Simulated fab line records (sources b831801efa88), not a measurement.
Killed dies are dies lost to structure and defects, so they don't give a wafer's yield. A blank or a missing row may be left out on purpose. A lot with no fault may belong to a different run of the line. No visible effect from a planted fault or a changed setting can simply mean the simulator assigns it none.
fab line records | flow sky130 | part 1 of 2: steps 1 to 42 of 43
record: lots: 5 | wafers: 15 | lastDay: 50
route steps=708 shown METAL1@448 VIA1@458 METAL2@483 PAD_OPEN@708
lots that met no fault: taken from a fault-free run of the same line
startH: hours from the record's opening day to when the first of the lot's shown wafers began | waitH: hours elapsed since this lot's preceding step | " identical to the entry in the row above | L1.1+2: a single row standing in for several wafers | - either no value or no given start | * or withheld: withheld | < > ~ a bound
route shown NAME@n: names a module that has steps shown in the file, with the first one's number in the route | usual: mean/standard deviation taken from wafers without a fault | same: alike in all rows | chamber/n: place in a boat | sites: the reading at each site | _std_site: their standard deviation | _edge_site: mean of outer sites minus mean of inner sites | radiusMm: for every site, how far away it sits from the centre of the wafer | mask NAME#n: copy n | behind: the most recent tool/chamber to have shaped the wafer | hold: why the lot went on hold/how many hours it stayed there/how the hold came to an end | device: transistor that didn't switch, given as n, p or np | end of line: tests run on the same wafers once the route is complete | step lacking rows: just its recipe | killed: at the first sort, the dies lost to defects and structure; wafer yield is something else | map: per-die view of a wafer (x killed, . not killed, _ where there is no die)
set.NAME: the setting the step ran with; set.NAME@STEP: the setting that earlier step ran with | model.NAME: the simulator's own value behind a step, which no gauge read
lots at selected steps of the route; one table per step, one row per wafer
services: from which hour (startH, from the record's first day; less than 0 if before it) a tool's chamber was out of use, for how many hours, and why
== steps ==
step: SKY_METAL1_DEVELOP_14
recipe: developTimeS: 60 | resist: KrF-thick | devTempC: 21
step: SKY_METAL1_CD_MEAS_15
recipe: targetCdNm: 140
usual: cdNm: 140.3/1.6
lot.wafer | tool     | chamber | startH | waitH | cdNm
L730.1    | cdSem-02 | -       | 797.68 | -     | 145.2
L730.2    | "        | -       | "      | "     | 144.5
L730.4    | "        | -       | "      | "     | 143.6
L734.1    | cdSem-01 | -       | 821.58 | -     | 141.7
L734.2    | "        | -       | "      | "     | 142.6
L734.6    | "        | -       | "      | "     | 142.5
L732.2    | cdSem-01 | -       | 822.95 | -     | 143.2
L732.4    | "        | -       | "      | "     | 142.4
L732.6    | "        | -       | "      | "     | 142.5
L747.1    | cdSem-01 | -       | 915.48 | -     | 137.2
L747.2    | "        | -       | "      | "     | 136.3
L747.6    | "        | -       | "      | "     | 138.1
L750.1    | cdSem-01 | -       | 932.58 | -     | 140.6
L750.3    | "        | -       | "      | "     | 140.0
L750.4    | "        | -       | "      | "     | 140.5
step: SKY_METAL1_OVL_MEAS_16
usual: METAL1_OVL: -3/5.5
lot.wafer | tool       | chamber | startH | waitH | METAL1_OVL[nm]
L730.1    | overlay-01 | -       | 797.80 | 0.1   | -14
L730.2    | "          | -       | "      | "     | -11
L730.4    | "          | -       | "      | "     | -1
L734.1    | overlay-02 | -       | 821.70 | 0.1   | -2
L734.2    | "          | -       | "      | "     | 0
L734.6    | "          | -       | "      | "     | 3
L732.2    | overlay-02 | -       | 823.06 | 0.1   | -3
L732.4    | "          | -       | "      | "     | 4
L732.6    | "          | -       | "      | "     | 1
L747.1    | overlay-01 | -       | 915.60 | 0.1   | -11
L747.2    | "          | -       | "      | "     | -6
L747.6    | "          | -       | "      | "     | -9
L750.1    | overlay-01 | -       | 932.70 | 0.1   | -5
L750.3    | "          | -       | "      | "     | 0
L750.4    | "          | -       | "      | "     | 3
step: SKY_METAL1_DESCUM_17
recipe: chemistry: O2 | sourcePowerW: 150 | biasPowerW: 0 | pressureMtorr: 10 | tempC: 40 | timeS: 8
usual: drypumpMotorCurrentA: 5.9/0.32 | oesProductAu: 1.003/0.011
lot.wafer | tool        | chamber | startH | waitH | drypumpMotorCurrentA | oesProductAu | rfHoursCounterH
L730.1    | rieMetal-02 | 1       | 797.83 | 0.0   | 6.3                  | 0.996        | 14
L730.2    | "           | 0       | "      | "     | 5.7                  | 1.013        | 2
L730.4    | "           | 1       | "      | "     | 6.3                  | 0.993        | -
L734.1    | rieMetal-04 | 0       | 821.73 | 0.0   | 5.6                  | 1.007        | 10
L734.2    | "           | 1       | "      | "     | 6.5                  | 0.993        | 7
L734.6    | "           | 1       | "      | "     | 6.4                  | 0.991        | -
L732.2    | rieMetal-01 | 0       | 823.09 | 0.0   | 5.8                  | 1.009        | 8
L732.4    | "           | 0       | "      | "     | 5.8                  | 1.011        | -
L732.6    | "           | 1       | "      | "     | 5.8                  | 1.008        | -
L747.1    | rieMetal-01 | 0       | 915.63 | 0.0   | 5.9                  | 1.005        | 12
L747.2    | "           | 1       | "      | "     | 5.8                  | 1.022        | 15
L747.6    | "           | 0       | "      | "     | 5.9                  | 1.012        | -
L750.1    | rieMetal-01 | 0       | 932.73 | 0.0   | 5.9                  | 1.008        | 12
L750.3    | "           | 1       | "      | "     | 5.8                  | 1.011        | -
L750.4    | "           | 0       | "      | "     | 5.8                  | 1.010        | -
step: SKY_METAL1_ETCH_18
recipe: chemistry: N2/H2 | target: BARC | ionEnergyEv: 200 | biasW: 100 | pressureMtorr: 30 | n2FlowSccm: 100 | h2FlowSccm: 200 | icpW: 500 | stopOn: SiO2 | timeS: 45.9 | targetDepthA: 600
step: SKY_METAL1_METAL_ETCH_19
recipe: targetDepthA: 3600 | stopOn: SiO2 | overEtchFrac: 0.3 | timeS: 78 | chemistry: Cl2/BCl3 | resistSidewallDeg: 88 | pressureMtorr: 10 | icpW: 900 | biasW: 48.5 | Cl2_flow_sccm: 60 | bcl3FlowSccm: 30
step: SKY_METAL1_STRIP_20
recipe: chemistry: O2/N2 | powerW: 1400 | pressureMtorr: 1500 | platenTempC: withheld | o2FlowSccm: 3000 | n2FlowSccm: 300 | overashFraction: 0.5
step: SKY_METAL1_STRIP_21
recipe: chemistry: postEtchResidueRemover | timeS: 1200 | tempC: 72.5
step: SKY_METAL1_CLEAN_22
recipe: chemistry: IPA | timeS: 180 | tempC: 25
step: SKY_METAL1_CLEAN_23
recipe: chemistry: O3/DIW | dry: n2Spin
step: SKY_VIA1_HDPCVD_00
recipe: material: SiO2 | targetThkNm: 1030 | sigmaOpenFrac: 0.3 | timeS: 171.7 | tempC: 400 | sih4FlowSccm: 60 | pressureMtorr: 6
step: SKY_VIA1_THK_MEAS_01
recipe: reads: SiO2_of_VIA1_HDPCVD_00
usual: VIA1_HDPCVD_THK: 1040/9.4
lot.wafer | tool         | chamber | startH | waitH | VIA1_HDPCVD_THK[nm]
L730.1    | filmMetro-01 | -       | 798.78 | 0.1   | 1027
L730.2    | "            | -       | "      | "     | 1041
L730.4    | "            | -       | "      | "     | 1035
L734.1    | filmMetro-01 | -       | 822.68 | 0.1   | 1020
L734.2    | "            | -       | "      | "     | 1016
L734.6    | "            | -       | "      | "     | 1014
L732.2    | filmMetro-01 | -       | 823.99 | 0.1   | 1033
L732.4    | "            | -       | "      | "     | 1029
L732.6    | "            | -       | "      | "     | 1037
L747.1    | filmMetro-03 | -       | 916.52 | 0.1   | 1040
L747.2    | "            | -       | "      | "     | 1045
L747.6    | "            | -       | "      | "     | 1053
L750.1    | filmMetro-01 | -       | 933.68 | 0.1   | 1034
L750.3    | "            | -       | "      | "     | 1045
L750.4    | "            | -       | "      | "     | 1048
step: SKY_VIA1_CMP_02
recipe: material: SiO2 | downForcePsi: 4 | platenRpm: 60 | padVelocityMS: 0.94248
usual: motorCurrentA: 12.8/1 | slurryFilterDpKPa: 13.52/0.13
lot.wafer | tool   | chamber | startH | waitH | motorCurrentA | slurryFilterDpKPa | model.SiO2_of_VIA1_HDPCVD_00.thkNm
L730.2    | cmp-02 | 0       | 798.89 | 0.1   | 11.1          | 13.38             | 343.8
L730.4    | "      | 1       | "      | "     | 10.6          | 13.62             | 345.1
L730.1    | "      | 2       | "      | "     | 11.3          | 13.63             | 346
L734.1    | cmp-01 | 1       | 822.79 | 0.1   | 12.7          | 13.48             | 344.1
L734.2    | "      | 3       | "      | "     | 13.0          | 13.53             | 345.5
L734.6    | "      | 0       | "      | "     | 13.3          | 13.48             | 344
L732.4    | cmp-01 | 2       | 824.09 | 0.1   | 14.0          | 13.31             | 309.1
L732.2    | "      | 0       | "      | "     | 12.7          | 13.50             | 342.7
L732.6    | "      | 1       | "      | "     | 13.1          | 13.32             | 343.5
L747.2    | cmp-02 | 3       | 916.58 | 0.0   | 12.7          | 13.34             | 342.5
L747.1    | "      | 1       | "      | "     | 10.9          | 13.38             | 344.1
L747.6    | "      | 0       | "      | "     | 11.4          | 13.78             | 343.4
L750.3    | cmp-01 | 1       | 933.74 | 0.0   | 13.2          | 13.56             | 343.9
L750.1    | "      | 2       | "      | "     | 13.5          | 13.59             | 344.6
L750.4    | "      | 0       | "      | "     | 12.4          | 13.45             | 342.7
step: SKY_VIA1_BOW_MEAS_03
recipe: mode: bow
usual: VIA1_BOW: 80/6.7
lot.wafer | tool         | chamber | startH | waitH | hold                    | VIA1_BOW[um]
L730.1    | filmMetro-03 | -       | 799.14 | 0.1   | -                       | 73
L730.2    | "            | -       | "      | "     | -                       | 81
L730.4    | "            | -       | "      | "     | -                       | 87
L734.1    | filmMetro-03 | -       | 823.04 | 0.2   | -                       | 79
L734.2    | "            | -       | "      | "     | -                       | 77
L734.6    | "            | -       | "      | "     | -                       | 64
L732.2    | filmMetro-01 | -       | 824.36 | 0.1   | awaitDispo/0.2h/release | 83
L732.4    | "            | -       | "      | "     | awaitDispo/0.2h/release | 87
L732.6    | "            | -       | "      | "     | awaitDispo/0.2h/release | 71
L732.2    | filmMetro-01 | -       | 824.64 | 0.3   | -                       | -
L732.4    | "            | -       | "      | "     | -                       | -
L732.6    | "            | -       | "      | "     | -                       | -
L747.1    | filmMetro-03 | -       | 916.88 | 0.1   | -                       | 75
L747.2    | "            | -       | "      | "     | -                       | 72
L747.6    | "            | -       | "      | "     | -                       | 71
L750.1    | filmMetro-01 | -       | 934.04 | 0.2   | -                       | 86
L750.3    | "            | -       | "      | "     | -                       | 90
L750.4    | "            | -       | "      | "     | -                       | 87
step: SKY_VIA1_HMDS_05
recipe: primeTimeS: 60 | primeTempC: 120
step: SKY_VIA1_COAT_06
recipe: resist: BARC | tempC: withheld | timeS: withheld | spinRpm: 3000 | resistThkNm: 60
step: SKY_VIA1_COAT_07
recipe: resist: KrF-thick | spinRpm: 3000 | resistThkNm: 450
step: SKY_VIA1_SOFTBAKE_08
recipe: tempC: 100 | timeS: 90 | resist: KrF-thick
step: SKY_VIA1_EXPOSE_09
recipe: maskId: VIM | na: 0.8 | sourceShape: annular | sigmaInner: 0.55 | sigmaOuter: 0.85 | targetCdNm: 150 | doseMj: 38
step: SKY_VIA1_PEB_10
recipe: pebTempC: withheld | pebTimeS: withheld | resist: KrF-thick
step: SKY_VIA1_DEVELOP_11
recipe: developTimeS: 60 | resist: KrF-thick | devTempC: 21
step: SKY_VIA1_CD_MEAS_12
recipe: targetCdNm: 150
usual: cdNm: 149.3/1.6
lot.wafer | tool     | chamber | startH | waitH | cdNm
L730.1    | cdSem-02 | -       | 826.58 | -     | 147.6
L730.2    | "        | -       | "      | "     | 148.9
L730.4    | "        | -       | "      | "     | 150.4
L734.1    | cdSem-01 | -       | 849.46 | -     | 149.3
L734.2    | "        | -       | "      | "     | 149.5
L734.6    | "        | -       | "      | "     | 148.6
L732.2    | cdSem-01 | -       | 850.98 | -     | 152.8
L732.4    | "        | -       | "      | "     | 151.1
L732.6    | "        | -       | "      | "     | 153.1
L747.1    | cdSem-02 | -       | 941.76 | -     | 148.5
L747.2    | "        | -       | "      | "     | 147.4
L747.6    | "        | -       | "      | "     | 148.4
L750.1    | cdSem-01 | -       | 958.46 | -     | 147.9
L750.3    | "        | -       | "      | "     | 150.5
L750.4    | "        | -       | "      | "     | 147.6
step: SKY_VIA1_OVL_MEAS_13
usual: VIA1_OVL: 0/4.5
lot.wafer | tool       | chamber | startH | waitH | VIA1_OVL[nm]
L730.1    | overlay-01 | -       | 826.70 | 0.1   | -3
L730.2    | "          | -       | "      | "     | -3
L730.4    | "          | -       | "      | "     | -4
L734.1    | overlay-02 | -       | 849.58 | 0.1   | 2
L734.2    | "          | -       | "      | "     | -5
L734.6    | "          | -       | "      | "     | -1
L732.2    | overlay-01 | -       | 851.09 | 0.1   | 6
L732.4    | "          | -       | "      | "     | 4
L732.6    | "          | -       | "      | "     | 7
L747.1    | overlay-01 | -       | 941.88 | 0.1   | 7
L747.2    | "          | -       | "      | "     | 6
L747.6    | "          | -       | "      | "     | 2
L750.1    | overlay-02 | -       | 958.58 | 0.1   | -3
L750.3    | "          | -       | "      | "     | -7
L750.4    | "          | -       | "      | "     | 3
step: SKY_VIA1_ETCH_14
recipe: chemistry: N2/H2 | target: BARC | ionEnergyEv: 200 | sourceW: 500 | biasW: 100 | pressureMtorr: 30 | n2FlowSccm: 100 | h2FlowSccm: 200 | stopOn: SiO2 | timeS: 45.9 | targetDepthA: 600
usual: biasW: 100.0/0.33 | drypumpMotorCurrentA: 5.9/0.45 | oesProductAu: 0.855/0.0047 | throttleValvePct: 13.225/0.009
lot.wafer | tool       | chamber | startH | waitH | biasW | drypumpMotorCurrentA | oesProductAu | rfHoursCounterH | throttleValvePct
L730.1    | rieDiel-04 | 1       | 826.74 | 0.0   | 100.1 | 5.2                  | 0.855        | 6               | 13.238
L730.2    | "          | 2       | "      | "     | 100.0 | 5.4                  | 0.857        | 12              | 13.225
L730.4    | "          | 2       | "      | "     | 99.7  | 5.4                  | 0.843        | -               | 13.234
L734.1    | rieDiel-04 | 2       | 849.62 | 0.0   | 99.4  | 5.4                  | 0.856        | 12              | 13.231
L734.2    | "          | 0       | "      | "     | 99.9  | 5.7                  | 0.859        | 25              | 13.229
L734.6    | "          | 3       | "      | "     | 100.4 | 6.0                  | 0.861        | -               | 13.235
L732.2    | rieDiel-04 | 3       | 851.12 | 0.0   | 99.5  | 6.0                  | 0.854        | 18              | 13.231
L732.4    | "          | 0       | "      | "     | 99.8  | 5.7                  | 0.849        | 25              | 13.223
L732.6    | "          | 0       | "      | "     | 99.9  | 5.6                  | 0.858        | -               | 13.225
L747.1    | rieDiel-02 | 0       | 941.92 | 0.0   | 100.3 | 6.3                  | 0.854        | 20              | 13.220
L747.2    | "          | 1       | "      | "     | 100.5 | 6.1                  | 0.851        | 9               | 13.225
L747.6    | "          | 0       | "      | "     | 100.5 | 6.4                  | 0.855        | -               | 13.235
L750.1    | rieDiel-03 | 1       | 958.62 | 0.0   | 100.3 | 6.2                  | 0.859        | 13              | 13.208
L750.3    | "          | 2       | "      | "     | 99.3  | 5.7                  | 0.862        | 22              | 13.226
L750.4    | "          | 0       | "      | "     | 99.4  | 5.0                  | 0.854        | 16              | 13.230
step: SKY_VIA1_ETCH_15
recipe: target: SiO2 | chemistry: C4F8/O2/Ar | targetDepthNm: 351 | stopOn: TiN | maskMaterial: KrF-thick | sourceW: 1500 | biasW: 1200 | pressureMtorr: 40 | c4f8FlowSccm: withheld | O2_flow_sccm: 6 | Ar_flow_sccm: 300 | timeS: 54
usual: biasW: 1200/3.4 | oesProductAu: 0.980/0.0059
lot.wafer | tool       | chamber | startH | waitH | biasW | oesProductAu | rfHoursCounterH | model.etch.depthNm | model.VIA1.featureDepthNm
L730.1    | rieDiel-04 | 1       | 826.78 | 0.0   | 1199  | 0.980        | 6               | 346                | 346
L730.2    | "          | 2       | "      | "     | 1203  | 0.971        | 12              | 343.8              | 343.8
L730.4    | "          | 2       | "      | "     | 1205  | 0.973        | -               | 345.1              | 345.1
L734.1    | rieDiel-04 | 2       | 849.66 | 0.0   | 1200  | 0.974        | 12              | 344.1              | 344.1
L734.2    | "          | 0       | "      | "     | 1199  | 0.976        | 25              | 339.9              | 339.9
L734.6    | "          | 3       | "      | "     | 1202  | 0.977        | -               | 344                | 344
L732.2    | rieDiel-04 | 3       | 851.16 | 0.0   | 1194  | 0.974        | 19              | 342.7              | 342.7
L732.4    | "          | 0       | "      | "     | 1201  | 0.926        | 25              | 309.1              | 309.1
L732.6    | "          | 0       | "      | "     | 1198  | 0.972        | -               | 342.2              | 342.2
L747.1    | rieDiel-02 | 0       | 941.96 | 0.0   | 1200  | 0.980        | 20              | 344.1              | 344.1
L747.2    | "          | 1       | "      | "     | 1197  | 0.974        | 9               | 342.5              | 342.5
L747.6    | "          | 0       | "      | "     | 1205  | 0.982        | -               | 343.4              | 343.4
L750.1    | rieDiel-03 | 1       | 958.66 | 0.0   | 1200  | 0.981        | 13              | 344.6              | 344.6
L750.3    | "          | 2       | "      | "     | 1199  | 0.982        | 22              | 343.9              | 343.9
L750.4    | "          | 0       | "      | "     | 1198  | 0.985        | 16              | 342.7              | 342.7
step: SKY_VIA1_STRIP_16
recipe: chemistry: O2/N2 | powerW: 1400 | pressureMtorr: 1500 | platenTempC: withheld | o2FlowSccm: 3000 | n2FlowSccm: 300 | overashFraction: 0.5
usual: drypumpMotorCurrentA: 5.7/0.5 | oesProductAu: 0.415/0.0044 | stripTimeToEndpointS: 4.464/0.024
lot.wafer | tool           | chamber | startH | waitH | drypumpMotorCurrentA | oesProductAu | rfHoursCounterH | stripTimeToEndpointS
L730.1    | plasmaAsher-02 | 1       | 826.83 | 0.0   | 5.8                  | 0.412        | 8               | 4.443
L730.2    | "              | 0       | "      | "     | 6.0                  | 0.417        | 8               | 4.432
L730.4    | "              | 0       | "      | "     | 6.0                  | 0.412        | -               | 4.469
L734.1    | plasmaAsher-02 | 0       | 849.70 | 0.0   | 6.0                  | 0.413        | 10              | 4.487
L734.2    | "              | 1       | "      | "     | 5.8                  | 0.415        | 10              | 4.491
L734.6    | "              | 1       | "      | "     | 5.8                  | 0.415        | -               | 4.470
L732.2    | plasmaAsher-03 | 1       | 851.20 | 0.0   | 5.9                  | 0.416        | 41              | 4.503
L732.4    | "              | 0       | "      | "     | 4.8                  | 0.415        | -               | 4.531
L732.6    | "              | 0       | "      | "     | 4.8                  | 0.422        | -               | 4.524
L747.1    | plasmaAsher-01 | 1       | 942.01 | 0.0   | 6.3                  | 0.410        | 107             | 4.419
L747.2    | "              | 0       | "      | "     | 5.1                  | 0.413        | 107             | 4.451
L747.6    | "              | 1       | "      | "     | 6.3                  | 0.413        | -               | 4.431
L750.1    | plasmaAsher-02 | 1       | 958.71 | 0.0   | 5.8                  | 0.417        | 21              | 4.481
L750.3    | "              | 0       | "      | "     | 6.0                  | 0.418        | -               | 4.438
L750.4    | "              | 1       | "      | "     | 5.8                  | 0.414        | -               | 4.443
step: SKY_VIA1_STRIP_17
recipe: chemistry: postEtchResidueRemover | timeS: 1200 | tempC: 72.5
step: SKY_VIA1_CLEAN_18
recipe: chemistry: IPA | timeS: 180 | tempC: 25
step: SKY_VIA1_CLEAN_19
recipe: chemistry: O3/DIW | dry: n2Spin
step: SKY_VIA1_SPUTTER_20
recipe: material: TiN | targetThkNm: 20 | chamberPressurePa: 5 | powerW: 4000 | timeS: 80
step: SKY_VIA1_CVD_21
recipe: material: W | targetThkNm: 270 | timeS: 80.902 | tempC: 400 | pressureTorr: 40
step: SKY_VIA1_RS_MEAS_22
recipe: thkMeasGauge: four-point-probe | reads: W_of_VIA1_CVD_21+TiN_of_VIA1_SPUTTER_20
usual: VIA1_W_RS: 0.427/0.0044
lot.wafer | tool         | chamber | startH | waitH | VIA1_W_RS[ohm/sq]
L730.1    | filmMetro-02 | -       | 827.57 | 0.1   | 0.430
L730.2    | "            | -       | "      | "     | 0.426
L730.4    | "            | -       | "      | "     | 0.424
L734.1    | filmMetro-01 | -       | 850.45 | 0.1   | 0.416
L734.2    | "            | -       | "      | "     | 0.423
L734.6    | "            | -       | "      | "     | 0.420
L732.2    | filmMetro-03 | -       | 851.98 | 0.1   | 0.433
L732.4    | "            | -       | "      | "     | 0.424
L732.6    | "            | -       | "      | "     | 0.427
L747.1    | filmMetro-01 | -       | 942.75 | 0.1   | 0.431
L747.2    | "            | -       | "      | "     | 0.428
L747.6    | "            | -       | "      | "     | 0.435
L750.1    | filmMetro-03 | -       | 959.45 | 0.1   | 0.424
L750.3    | "            | -       | "      | "     | 0.426
L750.4    | "            | -       | "      | "     | 0.424
step: SKY_VIA1_THK_MEAS_23
recipe: thkMeasGauge: xrf | reads: W_of_VIA1_CVD_21
usual: VIA1_W_THK: 273/3.5
lot.wafer | tool         | chamber | startH | waitH | VIA1_W_THK[nm]
L730.1    | filmMetro-02 | -       | 827.69 | 0.1   | 270
L730.2    | "            | -       | "      | "     | 272
L730.4    | "            | -       | "      | "     | 275
L734.1    | filmMetro-01 | -       | 850.57 | 0.1   | 277
L734.2    | "            | -       | "      | "     | 272
L734.6    | "            | -       | "      | "     | 273
L732.2    | filmMetro-03 | -       | 852.09 | 0.1   | 272
L732.4    | "            | -       | "      | "     | 277
L732.6    | "            | -       | "      | "     | 276
L747.1    | filmMetro-01 | -       | 942.87 | 0.1   | 269
L747.2    | "            | -       | "      | "     | 271
L747.6    | "            | -       | "      | "     | 268
L750.1    | filmMetro-03 | -       | 959.57 | 0.1   | 275
L750.3    | "            | -       | "      | "     | 274
L750.4    | "            | -       | "      | "     | 274
step: SKY_VIA1_CMP_24
recipe: stopOn: SiO2 | tOverpolishS: 15 | downForcePsi: 3.5 | platenRpm: 60 | targetThkNm: 0 | padVelocityMS: 0.94248
step: SKY_METAL2_SPUTTER_00
recipe: material: Ti | targetThkNm: 15 | powerW: 3000 | timeS: 10 | chamberPressurePa: 0.4
usual: cathodeDcPowerW: 3000.0/0.6 | throttleValvePct: 29.9/1.2
lot.wafer | tool          | chamber | startH | waitH | cathodeDcPowerW | throttleValvePct
L730.1    | pvdSputter-03 | -       | 828.06 | 0.1   | 3000.3          | 29.7
L730.2    | "             | -       | "      | "     | 3000.8          | 28.5
L730.4    | "             | -       | "      | "     | 2999.1          | 28.8
L734.1    | pvdSputter-04 | -       | 850.93 | 0.2   | 2999.5          | 31.3
L734.2    | "             | -       | "      | "     | 3000.9          | 28.4
L734.6    | "             | -       | "      | "     | 2999.5          | 31.4
L732.2    | pvdSputter-01 | -       | 852.44 | 0.2   | 2999.9          | 28.2
L732.4    | "             | -       | "      | "     | 3000.7          | 29.7
L732.6    | "             | -       | "      | "     | 3000.3          | 30.6
L747.1    | pvdSputter-03 | -       | 943.23 | 0.1   | 3000.5          | 28.8
L747.2    | "             | -       | "      | "     | 3000.2          | 31.8
L747.6    | "             | -       | "      | "     | 3000.2          | 30.7
L750.1    | pvdSputter-04 | -       | 959.93 | 0.1   | 2999.9          | 31.3
L750.3    | "             | -       | "      | "     | 3000.9          | 28.2
L750.4    | "             | -       | "      | "     | 2999.7          | 29.0
step: SKY_METAL2_SPUTTER_01
recipe: material: TiN | targetThkNm: 20 | powerW: 6500 | timeS: 16.7 | chamberPressurePa: 0.4
step: SKY_METAL2_SPUTTER_02
recipe: material: AlCu | targetThkNm: 250 | powerW: 10600 | timeS: 13.3 | chamberPressurePa: 0.4
usual: cathodeDcPowerW: 10600/2.1 | throttleValvePct: 29.9/1.2
lot.wafer | tool          | chamber | startH | waitH | cathodeDcPowerW | throttleValvePct
L730.1    | pvdSputter-03 | -       | 828.11 | 0.0   | 10599           | 30.0
L730.2    | "             | -       | "      | "     | 10601           | 28.6
L730.4    | "             | -       | "      | "     | 10602           | 28.7
L734.1    | pvdSputter-04 | -       | 850.98 | 0.0   | 10603           | 31.4
L734.2    | "             | -       | "      | "     | 10604           | 28.4
L734.6    | "             | -       | "      | "     | 10599           | 31.6
L732.2    | pvdSputter-01 | -       | 852.48 | 0.0   | 10596           | 28.1
L732.4    | "             | -       | "      | "     | 10599           | 29.9
L732.6    | "             | -       | "      | "     | 10602           | 30.9
L747.1    | pvdSputter-03 | -       | 943.28 | 0.0   | 10599           | 28.6
L747.2    | "             | -       | "      | "     | 10600           | 31.7
L747.6    | "             | -       | "      | "     | 10600           | 30.8
L750.1    | pvdSputter-04 | -       | 959.98 | 0.0   | 10598           | 31.3
L750.3    | "             | -       | "      | "     | 10600           | 28.1
L750.4    | "             | -       | "      | "     | 10599           | 28.5
step: SKY_METAL2_SPUTTER_03
recipe: material: Ti | targetThkNm: 5 | powerW: 3000 | timeS: 3.3 | chamberPressurePa: 0.4
step: SKY_METAL2_SPUTTER_04
recipe: material: TiN | targetThkNm: 70 | powerW: 6500 | timeS: 58.3 | chamberPressurePa: 0.4
step: SKY_METAL2_RS_MEAS_05
recipe: thkMeasGauge: four-point-probe | reads: TiN_of_METAL2_SPUTTER_04+Ti_of_METAL2_SPUTTER_03+AlCu_of_METAL2_SPUTTER_02+TiN_of_METAL2_SPUTTER_01+Ti_of_METAL2_SPUTTER_00
usual: METAL2_ALCU_RS: 0.1265/0.0014
lot.wafer | tool         | chamber | startH | waitH | METAL2_ALCU_RS[ohm/sq]
L730.1    | filmMetro-01 | -       | 828.20 | 0.0   | 0.1241
L730.2    | "            | -       | "      | "     | 0.1263
L730.4    | "            | -       | "      | "     | 0.1259
L734.1    | filmMetro-04 | -       | 851.07 | 0.0   | 0.1282
L734.2    | "            | -       | "      | "     | 0.1264
L734.6    | "            | -       | "      | "     | 0.1280
L732.2    | filmMetro-01 | -       | 852.59 | 0.0   | 0.1255
L732.4    | "            | -       | "      | "     | 0.1244
L732.6    | "            | -       | "      | "     | 0.1254
L747.1    | filmMetro-04 | -       | 943.37 | 0.0   | 0.1279
L747.2    | "            | -       | "      | "     | 0.1283
L747.6    | "            | -       | "      | "     | 0.1270
L750.1    | filmMetro-04 | -       | 960.07 | 0.0   | 0.1264
L750.3    | "            | -       | "      | "     | 0.1260
L750.4    | "            | -       | "      | "     | 0.1262
step: SKY_METAL2_THK_MEAS_06
recipe: thkMeasGauge: xrf | reads: AlCu_of_METAL2_SPUTTER_02
usual: METAL2_ALCU_THK: 255/3.3
lot.wafer | tool         | chamber | startH | waitH | METAL2_ALCU_THK[nm]
L730.1    | filmMetro-01 | -       | 828.32 | 0.1   | 263
L730.2    | "            | -       | "      | "     | 254
L730.4    | "            | -       | "      | "     | 255
L734.1    | filmMetro-04 | -       | 851.19 | 0.1   | 251
L734.2    | "            | -       | "      | "     | 254
L734.6    | "            | -       | "      | "     | 250
L732.2    | filmMetro-01 | -       | 852.70 | 0.1   | 258
L732.4    | "            | -       | "      | "     | 260
L732.6    | "            | -       | "      | "     | 256
L747.1    | filmMetro-04 | -       | 943.49 | 0.1   | 251
L747.2    | "            | -       | "      | "     | 253
L747.6    | "            | -       | "      | "     | 252
L750.1    | filmMetro-04 | -       | 960.19 | 0.1   | 256
L750.3    | "            | -       | "      | "     | 256
L750.4    | "            | -       | "      | "     | 254
step: SKY_METAL2_METAL_ETCH_19
recipe: targetDepthA: 3600 | stopOn: SiO2 | overEtchFrac: 0.3 | timeS: 78 | chemistry: Cl2/BCl3 | resistSidewallDeg: 88 | pressureMtorr: 10 | icpW: 900 | biasW: 48.5 | Cl2_flow_sccm: 60 | bcl3FlowSccm: 30
usual: biasW: 48.51/0.17 | drypumpMotorCurrentA: 5.9/0.47 | oesProductAu: 0.854/0.0062 | throttleValvePct: 22.266/0.0087
lot.wafer | tool        | chamber | startH | waitH | biasW | drypumpMotorCurrentA | oesProductAu | rfHoursCounterH | throttleValvePct | model.SiO2_of_VIA1_HDPCVD_00.thkNm
L730.1    | rieMetal-03 | 0       | 854.53 | 0.0   | 48.56 | 6.5                  | 0.857        | 15              | 22.268           | 331.5
L730.2    | "           | 1       | "      | "     | 48.46 | 5.1                  | 0.854        | 18              | 22.269           | 329.8
L730.4    | "           | 0       | "      | "     | 48.37 | 6.6                  | 0.861        | -               | 22.262           | 330.7
L734.1    | rieMetal-03 | 0       | 876.84 | 0.1   | 48.45 | 6.6                  | 0.855        | 17              | 22.254           | 329.6
L734.2    | "           | 0       | "      | "     | 48.75 | 6.6                  | 0.849        | -               | 22.268           | 330.9
L734.6    | "           | 0       | "      | "     | 48.45 | 6.6                  | 0.849        | -               | 22.257           | 329.4
L732.2    | rieMetal-01 | 0       | 878.46 | 0.1   | 48.46 | 5.9                  | 0.860        | 10              | 22.266           | 328.4
L732.4    | "           | 1       | "      | "     | 48.56 | 5.8                  | 0.859        | -               | 22.275           | 294.8
L732.6    | "           | 0       | "      | "     | 48.33 | 5.9                  | 0.845        | -               | 22.259           | 329.3
L747.1    | rieMetal-01 | 1       | 968.20 | 0.0   | 48.60 | 5.8                  | 0.845        | 17              | 22.274           | 329.8
L747.2    | "           | 0       | "      | "     | 48.34 | 5.8                  | 0.857        | 14              | 22.252           | 328.2
L747.6    | "           | 1       | "      | "     | 48.58 | 5.8                  | 0.850        | -               | 22.272           | 329.2
L750.1    | rieMetal-01 | 0       | 984.85 | 0.0   | 48.69 | 5.9                  | 0.865        | 15              | 22.256           | 330.3
L750.3    | "           | 0       | "      | "     | 48.60 | 5.8                  | 0.848        | -               | 22.249           | 329.7
L750.4    | "           | 1       | "      | "     | 48.84 | 5.8                  | 0.857        | -               | 22.268           | 328.5
== key ==
firstSign: step: SKY_VIA1_BOW_MEAS_03 | reading: visit | direction: added
effect: step: SKY_VIA1_ETCH_15 | reading: oesProductAu | direction: down | sigmas: 9.3 | usual: 0.980 | struck: 0.926
modelEffect: step: SKY_VIA1_CMP_02 | value: SiO2_of_VIA1_HDPCVD_00.thkNm | without: 343.6 | struck: 309.1
modelEffect: step: SKY_VIA1_ETCH_15 | value: etch.depthNm | without: 338.9 | struck: 309.1
modelEffect: step: SKY_METAL2_METAL_ETCH_19 | value: SiO2_of_VIA1_HDPCVD_00.thkNm | without: 329.3 | struck: 294.8
metAt SKY_VIA1_CMP_02
struckWafers L732.4
onsetBetween 822.79 824.09
fault: kind: processParameterDrift | tool: cmp-01 | chamber: - | onsetH: 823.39 | steps: SKY_VIA1_CMP_02 | channel: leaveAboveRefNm | offset: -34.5 | shape: step | endH: 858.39 | scope: struckWafersOnly | actsIn: theseRecipesOnly | stated: 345
